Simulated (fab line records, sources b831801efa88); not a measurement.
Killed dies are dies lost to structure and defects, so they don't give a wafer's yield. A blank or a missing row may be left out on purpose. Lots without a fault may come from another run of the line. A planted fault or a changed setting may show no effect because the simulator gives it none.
Which tool did it? | flow gf180mcu | 6 lots, 18 wafers sampled, at 3 steps of a route of 602

WHAT THE GAUGES READ, wafer by wafer
GF_PASSIVATION_THK_MEAS_01.
lot  | measured     | on            | PASSIVATION_CVD_00_THK (nm)
L976 | day 28 16:13 | film_metro-03 | 1001 1004 1008
L978 | day 29 07:37 | film_metro-04 | 1004 987 993
L980 | day 30 00:04 | film_metro-03 | 1014 992 999
L982 | day 30 16:12 | film_metro-01 | 982 1000 1016
L990 | day 32 10:05 | film_metro-01 | 982 992 993
L996 | day 33 19:56 | film_metro-04 | 996 1003 1004

WHICH TOOL RAN EACH LOT (tool, then ch and the chambers of the sampled wafers, then the start)
lot  | GF_MIM_SPUTTER_02            | GF_PASSIVATION_CVD_00
L976 | pvd_sputter-04, day 25 01:26 | pecvd-01 ch 0,1,2, day 28 16:07
L978 | pvd_sputter-04, day 25 18:05 | pecvd-03 ch 0,1,2, day 29 07:32
L980 | pvd_sputter-01, day 26 11:42 | pecvd-01 ch 0,1,2, day 29 23:59
L982 | pvd_sputter-01, day 27 07:21 | pecvd-03 ch 1,2, day 30 16:07
L990 | pvd_sputter-04, day 29 06:10 | pecvd-01 ch 0,1,2, day 32 10:01
L996 | pvd_sputter-01, day 30 21:40 | pecvd-03 ch 0,1,2, day 33 19:50
- GF_MIM_SPUTTER_02: material AlCu, target thk 450 nm, time 23.9 s.
- GF_PASSIVATION_CVD_00: deposits SiO2 from TEOS, target thk 1000 nm, time 111.95 s.

THE ANSWER, worked out from the rows above alone
Rule: what is usual is taken from the lots themselves. Put in order of their means at a reading, lots are off if they are a third of the lots or fewer, leave a main group of 4 or more, and stand apart from it by a gap of 3 or more times the standard deviation of the main group's means; of several such gaps the widest counts. A main group whose means are all the same, to the digits that the tables above print for the reading, isn't used. A lot without any number at a reading at which 4 lots or more have one is off too. The other lots that the step has rows for count as sound.
No lot is off at any reading shown: from this, nothing can be told.

WHAT THE SIMULATOR HAD PUT IN
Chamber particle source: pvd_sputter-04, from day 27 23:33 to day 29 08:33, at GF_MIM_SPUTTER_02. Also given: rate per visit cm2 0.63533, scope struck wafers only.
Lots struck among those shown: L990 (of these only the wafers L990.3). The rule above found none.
